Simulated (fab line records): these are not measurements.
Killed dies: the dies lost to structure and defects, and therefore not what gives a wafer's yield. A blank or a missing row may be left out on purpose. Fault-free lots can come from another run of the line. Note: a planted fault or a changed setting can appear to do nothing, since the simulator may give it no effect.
fab line records | flow sfq-line | part 2 of 2: steps 26 to 34 of 34
record lots=5 wafers=15 last-day=90
route steps=325 shown I1@84 M2@88 I2@103 M3@118
lots that met no fault: from a run of the same line without faults
start-h: start of the lot's first displayed wafer, in hours after the record's first day | wait-h: hours elapsed since this lot's preceding step | " identical to the entry in the row above | L1.1+2: a row that stands for several wafers | - no value, or no start given | * or withheld: withheld | < > ~ a bound
route shown NAME@n: a module of which the file shows steps, and the number in the route of the first | usual: mean/standard deviation taken from wafers without a fault | same: alike in all rows | chamber/n: place in a boat | sites: the reading at each site | _std_site: their standard deviation | _edge_site: the outer-site mean with the inner-site mean subtracted | radius-mm: how far each site lies from the wafer's centre | mask NAME#n: copy n | behind: the most recent tool/chamber to have shaped the wafer | hold: why the lot was held/for how many hours/how that ended | device: the transistor (n, p or np) that didn't switch | end of line: the tests these same wafers got at the end of their route | a step given without rows: its recipe and nothing more | killed: the dies lost at the first sort to structure and to defects; this is not the yield of the wafer | map: a wafer's dies, x killed, . not, _ none there
set.NAME: setting as actually run; set.NAME@STEP: the setting as run at that earlier step | model.NAME: the simulator's own value behind a step, which no gauge read
lots at some steps of the route; a table a step, a row a wafer
services: the hour from which a tool's chamber was out of use, counted from the record's first day as start-h (under 0 if before that day), plus the number of hours and why
## steps
# step SFQ_TRILAYER_I2_VIA_LITHO_EXPOSE_068
# recipe mask-id=I2 na=0.6 source-shape=conventional sigma-outer=0.65 target-cd-nm=500 dose-mj=21.3
# usual focus-offset-nm=-0.1/0.49
# columns lot.wafer tool chamber start-h wait-h mask focus-offset-nm
L080.1 krf-scanner-02 0 909.10 - I2#0 0.0
L080.3 " 0 " " I2#0 0.1
L080.6 " 0 " " I2#0 -0.2
L082.2 krf-scanner-02 0 932.10 - I2#0 0.1
L082.3 " 0 " " I2#0 0.7
L082.5 " 0 " " I2#0 -0.2
L084.2 krf-scanner-02 0 952.50 - I2#0 -1.0
L084.3 " 0 " " I2#0 -0.1
L084.4 " 0 " " I2#0 0.2
L085.3 krf-scanner-01 0 973.53 - I2#0 -1.0
L085.4 " 0 " " I2#0 -0.1
L085.6 " 0 " " I2#0 0.0
L092.1 krf-scanner-02 0 1014.06 - I2#0 0.2
L092.3 " 0 " " I2#0 0.4
L092.5 " 0 " " I2#0 0.9
# step SFQ_TRILAYER_I2_VIA_LITHO_PEB_070
# recipe peb-temp-c=115 peb-time-s=60 resist=KrF
# columns lot.wafer tool chamber start-h wait-h
L080.1+3+6 litho-track-01 0 910.30 1.0
L082.2+3+5 litho-track-01 0 933.12 0.8
L084.2+3+4 litho-track-03 0 953.52 0.8
L085.3+4+6 litho-track-01 0 974.38 0.7
L092.1+3+5 litho-track-04 0 1015.26 1.0
# step SFQ_TRILAYER_I2_VIA_LITHO_DEVELOP_069
# recipe time-s=60 resist=KrF
# columns lot.wafer tool chamber start-h wait-h
L080.1+3+6 litho-track-01 0 910.45 0.1
L082.2+3+5 litho-track-01 0 933.27 0.1
L084.2+3+4 litho-track-03 0 953.67 0.1
L085.3+4+6 litho-track-01 0 974.53 0.1
L092.1+3+5 litho-track-04 0 1015.41 0.1
# step SFQ_I2_OVL_MEAS_918
# usual I2_OVL=-2/6.3
# columns lot.wafer tool chamber start-h wait-h I2_OVL[nm]
L080.1 overlay-02 - 910.60 0.1 -6
L080.3 " - " " 1
L080.6 " - " " -2
L082.2 overlay-01 - 933.41 0.1 4
L082.3 " - " " 5
L082.5 " - " " 1
L084.2 overlay-01 - 953.81 0.1 2
L084.3 " - " " 3
L084.4 " - " " 4
L085.3 overlay-01 - 974.65 0.1 -8
L085.4 " - " " -12
L085.6 " - " " -10
L092.1 overlay-02 - 1015.56 0.1 -1
L092.3 " - " " 1
L092.5 " - " " 3
# step SFQ_TRILAYER_I2_VIA_BARC_OPEN_VIA_ETCH_096
# recipe mask-material=PR chemistry=O2 target-depth-nm=125 target=BARC source-w=500 bias-w=80 pressure-mtorr=31.47 time-s=41.7
# usual bias-w=80.03/0.29 chamber-pressure-mTorr=31.468/0.029 drypump-motor-current-A=5.9/0.39 oes-product-au=0.686/0.0047
# columns lot.wafer tool chamber start-h wait-h bias-w chamber-pressure-mTorr drypump-motor-current-A oes-product-au rf-hours-counter-h
L080.1 rie-diel-04 1 910.64 0.0 79.83 31.474 6.0 0.687 21
L080.3 " 3 " " 79.73 31.479 5.3 0.682 9
L080.6 " 1 " " 79.76 31.409 6.0 0.681 -
L082.2 rie-diel-02 2 933.44 0.0 79.74 31.481 6.5 0.686 7
L082.3 " 0 " " 79.54 31.432 5.1 0.689 14
L082.5 " 0 " " 79.69 31.425 5.1 0.678 -
L084.2 rie-diel-02 1 953.84 0.0 80.62 31.507 5.7 0.689 0
L084.3 " 3 " " 79.84 31.504 6.0 0.685 9
L084.4 " 2 " " 79.73 31.392 6.5 0.689 7
L085.3 rie-diel-04 0 974.67 0.0 80.20 31.454 6.0 0.686 9
L085.4 " 2 " " 79.78 31.451 6.0 0.680 7
L085.6 " 2 " " 79.73 31.480 6.0 0.683 -
L092.1 rie-diel-01 0 1015.60 0.0 79.90 31.447 6.3 0.684 10
L092.3 " 1 " " 79.75 31.435 6.1 0.685 1
L092.5 " 0 " " 80.26 31.487 6.4 0.687 -
# step SFQ_TRILAYER_I2_VIA_ETCH_VIA_ETCH_070
# recipe target=SiO2 stop-on=Nb mask-material=PR taper-deg=20 chemistry=CHF3 target-depth-nm=260 source-w=500 bias-w=80 pressure-mtorr=30 time-s=withheld
# usual bias-w=80.03/0.26 chamber-pressure-mTorr=29.998/0.03 drypump-motor-current-A=5.9/0.39 oes-product-au=0.853/0.0053
# columns lot.wafer tool chamber start-h wait-h bias-w chamber-pressure-mTorr drypump-motor-current-A oes-product-au
L080.1 rie-diel-04 1 910.67 0.0 80.27 30.000 6.1 0.853
L080.3 " 3 " " 79.77 30.020 5.3 0.847
L080.6 " 1 " " 79.70 29.956 6.0 0.844
L082.2 rie-diel-02 2 933.47 0.0 79.84 29.978 6.5 0.856
L082.3 " 0 " " 80.02 29.996 5.0 0.860
L082.5 " 0 " " 79.94 29.946 5.0 0.848
L084.2 rie-diel-02 1 953.87 0.0 79.98 29.973 5.7 0.856
L084.3 " 3 " " 79.82 30.004 6.0 0.855
L084.4 " 2 " " 79.88 30.076 6.5 0.852
L085.3 rie-diel-04 0 974.71 0.0 80.37 29.978 6.0 0.858
L085.4 " 2 " " 79.98 30.011 6.0 0.852
L085.6 " 2 " " 80.15 30.025 6.0 0.860
L092.1 rie-diel-01 0 1015.64 0.0 80.14 30.030 6.4 0.853
L092.3 " 1 " " 79.91 29.991 6.1 0.852
L092.5 " 0 " " 79.71 30.039 6.4 0.857
# step SFQ_TRILAYER_I2_VIA_STRIP_STRIP_071
# recipe gas=O2 power-w=200 platen-temp-c=40 overash-fraction=0.65 chemistry=O2 pressure-mtorr=50
# usual chamber-pressure-mTorr=50.00/0.046 drypump-motor-current-A=5.6/0.55 oes-product-au=0.995/0.008
# columns lot.wafer tool chamber start-h wait-h chamber-pressure-mTorr drypump-motor-current-A oes-product-au rf-hours-counter-h
L080.1 rie-metal-01 0 910.79 - 50.01 6.0 0.997 117
L080.3 " 0 " " 50.02 6.0 0.992 -
L080.6 " 0 " " 49.95 6.0 0.992 -
L082.2 rie-metal-01 0 933.59 - 50.07 6.0 0.997 121
L082.3 " 1 " " 49.94 5.7 0.997 -
L082.5 " 1 " " 50.00 5.8 0.992 -
L084.2 rie-metal-03 0 953.99 - 50.01 4.9 0.985 46
L084.3 " 0 " " 49.96 4.9 1.001 -
L084.4 " 1 " " 50.00 6.2 1.006 -
L085.3 rie-metal-02 0 975.02 - 50.01 5.7 0.988 -
L085.4 " 1 " " 50.07 4.8 0.996 -
L085.6 " 0 " " 50.06 5.7 0.990 -
L092.1 rie-metal-02 0 1015.75 - 50.09 5.7 0.987 103
L092.3 " 1 " " 50.04 4.8 0.995 -
L092.5 " 1 " " 50.00 4.9 0.985 -
# step SFQ_TRILAYER_I2_VIA_STRIP_SOLV_CLEAN_072
# recipe chemistry=NMP temp-c=70 time-s=600
# columns lot.wafer tool chamber start-h wait-h
L080.1+3+6 wet-bench-01 3,2,4 911.39 0.4
L082.2+3+5 wet-bench-04 5,6,0 934.19 0.4
L084.2+3+4 wet-bench-03 4,5,1 954.59 0.4
L085.3+4+6 wet-bench-04 4,6,5 975.42 0.2
L092.1+3+5 wet-bench-01 7,3,1 1016.35 0.4
# step SFQ_TRILAYER_M3_DEP_PRE_CLEAN_074
# recipe gas=Ar time-s=22.5 bias-v=250
# usual bias-v=250.0/2.5
# columns lot.wafer tool chamber start-h wait-h bias-v
L080.1 pvd-sputter-04 - 911.58 0.0 251.4
L080.3 " - " " 248.5
L080.6 " - " " 248.8
L082.2 pvd-sputter-05 - 934.36 0.0 251.2
L082.3 " - " " 247.5
L082.5 " - " " 247.9
L084.2 pvd-sputter-04 - 954.76 0.0 250.8
L084.3 " - " " 253.8
L084.4 " - " " 248.3
L085.3 pvd-sputter-04 - 975.60 0.0 250.7
L085.4 " - " " 250.4
L085.6 " - " " 251.2
L092.1 pvd-sputter-03 - 1016.54 0.0 246.1
L092.3 " - " " 248.3
L092.5 " - " " 250.3
## services
# columns tool chamber start-h hours kind
rie-diel-03 1 608.96 2.5 repair
pvd-sputter-06 - 624.86 1.6 repair
krf-scanner-02 - 627.60 1.0 pm
krf-scanner-02 - 632.51 1.5 pm
krf-scanner-02 - 634.01 0.8 pm
rie-metal-02 0 635.68 17.1 repair
pvd-sputter-06 - 636.43 3.7 repair
rie-diel-04 1 647.49 2.7 repair
rie-metal-02 1 647.96 6.1 repair
wet-bench-02 - 670.66 1.7 repair
krf-scanner-02 - 671.24 1.3 pm
krf-scanner-02 - 733.89 3.6 pm
krf-scanner-02 - 759.87 0.6 repair
krf-scanner-02 - 796.45 1.0 pm
krf-scanner-02 - 801.18 0.8 pm
rie-metal-02 0 811.23 11.3 repair
krf-scanner-02 - 840.43 0.2 repair
krf-scanner-02 - 847.57 1.3 pm
rie-metal-02 1 856.45 21.3 repair
rie-metal-02 0 938.66 11.7 repair
rie-metal-01 - 960.15 1.4 repair
krf-scanner-02 - 965.50 1.0 pm
krf-scanner-02 - 970.10 0.8 pm
rie-metal-01 - 980.87 1.1 repair
